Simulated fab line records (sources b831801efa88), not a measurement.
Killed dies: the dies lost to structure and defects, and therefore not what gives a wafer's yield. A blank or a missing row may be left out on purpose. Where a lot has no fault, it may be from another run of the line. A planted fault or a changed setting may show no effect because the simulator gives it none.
A struck lot beside a sound one -- flow sfq-line -- 14 steps out of a route of 325
Sound: the wafers L492.2, L492.5, L492.6. Struck: wafers L497.3, L497.5, L497.6. The cause is given at the end.
Order at every step that has rows: each side's tool, ch and its chambers, its first start. Under that, the readings that differ: sound wafers -- struck wafers -- difference of the means -- sigmas: that difference in standard deviations of wafers without a fault.
alike: same words and numbers on both sides, and readings whose means sit less than 2 such deviations apart. not compared: any withheld reading, any reading some wafer has no value for, any bound like >300 that may hide the same value, and any number with overlapping values for which the record gives no deviation.
A row with sigmas, a row that says differs or no value, or rows on one side alone: a step with any of these is where the two part. Numbers that have no deviation but don't overlap get no sigmas and don't part them. Lack of a reading on every wafer of one side parts them only where that side has two or more wafers.

first, 1 step without rows for these wafers: SFQ_TRILAYER_M6_STRIP_SOLV_CLEAN_164 (cleans in NMP, time 600 s).
SFQ_TRILAYER_I6_DEP_PECVD_165: deposits SiO2 from SiH4/N2O, time 111.11 s, target thk 500 nm.
  sound on pecvd-03 ch 0,1, day 63 09:53; struck on pecvd-04 ch 0,1,2, day 70 07:50
  alike: chamber-pressure-Torr, heater-power-w, susceptor-temp-C, throttle-valve-pct
SFQ_TRILAYER_I6_CMP_CMP_166: polishes SiO2.
  sound on cmp-02 ch 0,1,2, day 63 16:10; struck on cmp-02 ch 0,1,2, day 70 10:06
  alike: motor-current-A, time-to-endpoint-s
SFQ_I6_BOW_MEAS_941:
  sound on film-metro-04, day 63 17:41; struck on film-metro-04, day 70 11:38
  alike: I6_BOW
SFQ_TRILAYER_I6_METRO_MEASURE_167:
  sound on film-metro-04, day 63 17:59; struck on film-metro-04, day 70 12:07
  alike: thk-nm
then, 6 steps without rows for these wafers: SFQ_TRILAYER_I6_VIA_LITHO_COAT_174 (resist thk 62 nm); SFQ_TRILAYER_I6_VIA_LITHO_COAT_169 (resist thk 650 nm); SFQ_TRILAYER_I6_VIA_LITHO_SOFTBAKE_173; SFQ_TRILAYER_I6_VIA_LITHO_EXPOSE_170 (exposes mask I6, target cd 700 nm); SFQ_TRILAYER_I6_VIA_LITHO_PEB_172 (peb time 60 s); SFQ_TRILAYER_I6_VIA_LITHO_DEVELOP_171 (time 60 s).
SFQ_I6_OVL_MEAS_942:
  sound on overlay-02, day 68 14:03; struck on overlay-01, day 70 16:08
  alike: I6_OVL
SFQ_TRILAYER_I6_VIA_BARC_OPEN_VIA_ETCH_235: etches BARC in O2, target depth 125 nm, time 41.7 s.
  sound on rie-diel-02 ch 1,2, day 68 14:05; struck on rie-diel-02 ch 0,3, day 70 16:09
reading,sound,struck,difference,sigmas
bias-w (W),79.83 79.71 79.77,85.51 86.26 85.90,+6.12,+28
  alike: drypump-motor-current-A, oes-product-au
  not compared: rf-hours-counter-h
SFQ_TRILAYER_I6_VIA_ETCH_VIA_ETCH_172: etches SiO2 in CHF3, stops on Nb, target depth 260 nm.
  sound on rie-diel-02 ch 1,2, day 68 14:07; struck on rie-diel-02 ch 0,3, day 70 16:11
  alike: bias-w, drypump-motor-current-A, oes-product-au

== WHERE THEY PART ==
Only at SFQ_TRILAYER_I6_VIA_BARC_OPEN_VIA_ETCH_235, within this record. Later steps at which nothing parts them and some readings are alike: SFQ_TRILAYER_I6_VIA_ETCH_VIA_ETCH_172.

WHY: the cause the simulator had injected
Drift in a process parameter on rie-diel-02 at SFQ_TRILAYER_I6_VIA_BARC_OPEN_VIA_ETCH_235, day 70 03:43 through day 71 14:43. From 80, the setting bias-w moved by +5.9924. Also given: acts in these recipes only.
